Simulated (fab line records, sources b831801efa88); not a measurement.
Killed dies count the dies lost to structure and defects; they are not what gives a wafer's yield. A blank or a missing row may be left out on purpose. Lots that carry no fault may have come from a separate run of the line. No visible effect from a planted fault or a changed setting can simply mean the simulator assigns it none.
A lot that was struck, set against a sound lot    flow sky130    17 steps out of a route of 708
Sound: wafers L651.1, L651.3, L651.5. Wafers struck: L666.2, L666.4, L666.6. At the end, the cause is stated.
Each step with rows lists, per side, the tool, then ch with its chambers, then its first start. Under that, the readings that differ: sound wafers    struck wafers    difference of the means    sigmas: that difference in standard deviations of wafers without a fault.
alike: readings whose means differ by less than 2 such deviations, and words and numbers that are the same on both sides. not compared: withheld readings, readings that some wafer has no value for, bounds like >300 that may hide the same value, and numbers for which the record gives no deviation and whose values overlap.
The two part at a step that has a row with sigmas, a row that says differs or no value, or rows on one side only. Numbers that have no deviation but don't overlap get no sigmas and don't part them. A reading missing from all wafers of one side parts the sides only when that side holds two or more wafers.

SKY_LDD_P_OVL_MEAS_08:
  sound on overlay-02, day 21 12:32; struck on overlay-02, day 28 13:08
  alike: LDD_P_OVL
then, 1 step without rows for these wafers: SKY_LDD_P_IMPLANT_09.
SKY_LDD_P_STRIP_10: strips in O2/N2.
  sound on plasma_asher-03 ch 0, day 21 12:43; struck on plasma_asher-01 ch 0,1, day 28 13:19
reading                       sound              struck             difference  sigmas
strip_time_to_endpoint_s (s)  14.10 14.14 14.09  14.23 14.17 14.19  +0.09       +2
  alike: drypump_motor_current_A, oes_product_au
  not compared: rf_hours_counter_h
SKY_LDD_P_TW_MEAS_11:
  sound on film_metro-03, day 21 12:49; struck on film_metro-03, day 28 13:26
  alike: LDD_P_TW
then, 7 steps without rows for these wafers: SKY_LDD_HVN_DEHYDRATE_00 (time 60 s); SKY_LDD_HVN_HMDS_01 (prime time 60 s); SKY_LDD_HVN_COAT_02 (resist thk 300 nm); SKY_LDD_HVN_SOFTBAKE_03 (time 60 s); SKY_LDD_HVN_EXPOSE_04 (exposes mask HVNTM, target cd 700 nm); SKY_LDD_HVN_PEB_05; SKY_LDD_HVN_DEVELOP_06 (develop time 60 s).
SKY_LDD_HVN_OVL_MEAS_07:
  sound on overlay-01, day 22 20:10; struck on overlay-02, day 29 19:16
  alike: LDD_HVN_OVL
SKY_LDD_HVN_IMPLANT_08:
  sound on implanter-01 ch 0, day 22 20:12; struck on implanter-01 ch 0, day 29 19:20
reading                    sound                 struck                difference  sigmas
beam_energy_keV            59.991 60.005 60.020  40.749 40.723 40.730  -19.271     -99 or more
model.implant.rp_nm (nm)   55.59 55.59 55.59     36.88 36.88 36.88     -18.71      
model.implant.drp_nm (nm)  28.15 28.15 28.15     20.24 20.24 20.24     -7.91       
  alike: beam_on_s
SKY_LDD_HVN_STRIP_09: strips in O2/N2.
  sound on plasma_asher-02 ch 0,1, day 22 20:21; struck on plasma_asher-03 ch 0,1, day 29 19:27
reading                      sound           struck          difference  sigmas
drypump_motor_current_A (A)  5.83 5.78 5.83  5.14 5.14 5.47  -0.56       -2
  alike: oes_product_au, strip_time_to_endpoint_s
  not compared: rf_hours_counter_h
SKY_LDD_HVN_TW_MEAS_10:
  sound on film_metro-02, day 22 20:27; struck on film_metro-03, day 29 19:34
reading     sound           struck          difference  sigmas
LDD_HVN_TW  1455 1465 1462  1288 1293 1289  -171        -12
then, 1 step without rows for these wafers: SKY_LDD_HVP_DEHYDRATE_00 (time 60 s).
-- a jump in the record: the struck wafers' starts before and after are 23 days apart (it breaks off in module LDD_HVP and resumes in module PAD_OPEN, where the first step shown is number 708 of the route) --
SKY_PAD_OPEN_PROBE_99:
  sound on prober-02, day 48 07:49; struck on prober-02, day 52 20:16
reading                                  sound                 struck                difference  sigmas
model.etest.tip_n_5v.rs_ohm_sq           1388 1390 1386        1720 1712 1713        +327        
model.etest.nfet_g5v0d10v5.r_on_ohm_um   1905 1926 1909        1954 1963 1961        +46         
model.etest.nfet_g5v0d10v5.drive_ua_um   590.5 592.2 595.6     583.8 579.3 577.6     -12.5       
model.etest.nfet_05v0_nvt.drive_ua_um    568.9 567 570.1       561.8 558.9 557.7     -9.2        
model.etest.nfet_g5v0d10v5.vt_sat_v (V)  0.769 0.7634 0.765    0.7981 0.8024 0.8011  +0.0347     
model.etest.nfet_g5v0d10v5.vt_v (V)      0.8323 0.8235 0.8262  0.8394 0.8453 0.8426  +0.0151     
  alike: killed_at_M0_to_M3, killed_at_M4_up, killed_at_contacts, killed_at_front_end, killed_at_other, killed_dies, killed_open, killed_short

== WHERE THEY PART ==
Earliest at SKY_LDD_P_STRIP_10; latest, in this record, at SKY_LDD_HVN_TW_MEAS_10. Later steps at which nothing parts them and some readings are alike: SKY_PAD_OPEN_PROBE_99.

WHY: what the simulator had put in
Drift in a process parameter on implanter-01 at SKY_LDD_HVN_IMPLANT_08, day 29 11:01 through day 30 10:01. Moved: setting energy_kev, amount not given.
